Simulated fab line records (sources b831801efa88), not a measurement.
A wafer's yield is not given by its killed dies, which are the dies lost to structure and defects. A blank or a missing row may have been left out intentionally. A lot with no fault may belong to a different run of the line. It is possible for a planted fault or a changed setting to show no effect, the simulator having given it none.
One fault seen from 2 desks	flow sky130	each desk holds nothing but its own numbers, with what lay behind them at the end

== AT THE METROLOGY DESK ==
Means of the sampled wafers that have a number, per lot and without regard to the tool the lot ran on: this is what the gauges read. The brackets show how far a lot's mean lies from the usual mean; more than 4 standard deviations puts the lot out of limits, marked OUT.
Columns: A = cd_nm at SKY_METAL3_CD_MEAS_13, usual 300.1 nm; B = METAL3_OVL at SKY_METAL3_OVL_MEAS_14, usual 2 nm; C = VIA3_OVL at SKY_VIA3_OVL_MEAS_13, usual 0 nm
lot	first seen here	A	B	C
L608	day 38 22:06	301.9	5	-3
L609	day 39 04:46	299.6	11	-9
L610	day 39 08:39	301.8	5	8
L611	day 39 17:28	300.2	-1	-5
L613	day 40 12:38	300.1	2	-4
L612	day 40 14:35	300.5	1	3
L615	day 41 08:15	301.1	6	4
L617	day 41 17:34	299.7	-6	-3
L621	day 42 14:51	299.7	4	1
L622	day 43 01:58	299.7	2	8
L624	day 43 20:38	298.5	7	-7
L625	day 44 03:21	298.0	-1	0
L627	day 44 10:03	298.7	1	0
L630	day 45 03:00	301.3	6	1
Finding of this desk: none of the 14 lots has anything out of limits.

== FOR THE TOOL OWNER'S DESK: plasma_asher-01 ==
The tool's own readings at SKY_POLY_GATE_STRIP_18 (strips in O2/N2): means of the sampled wafers that have a number, for each lot that ran on this tool. The brackets show how far a lot's mean lies from the usual mean; more than 4 standard deviations puts the lot out of limits, marked OUT.
Columns: A = drypump_motor_current_A at SKY_POLY_GATE_STRIP_18, usual 5.9 A; B = oes_product_au at SKY_POLY_GATE_STRIP_18, usual 0.360 a.u.; C = strip_time_to_endpoint_s at SKY_POLY_GATE_STRIP_18, usual 3.15 s
lot	first seen here	A	B	C
L610	day 17 03:16	5.9	0.357	3.17
L621	day 21 09:16	5.5	0.359	3.15
L622	day 21 18:22	5.9	0.360	3.17
L624	day 22 22:38	5.2	0.357	3.13
L625	day 23 05:37	5.2	0.356	3.13
Finding of this desk: none of the 5 lots has anything out of limits.

== ALL TOGETHER ==
Nothing out of limits was seen by the metrology desk.
The tool owner's desk saw nothing out of limits.

== WHAT THE SIMULATOR HAD PUT IN ==
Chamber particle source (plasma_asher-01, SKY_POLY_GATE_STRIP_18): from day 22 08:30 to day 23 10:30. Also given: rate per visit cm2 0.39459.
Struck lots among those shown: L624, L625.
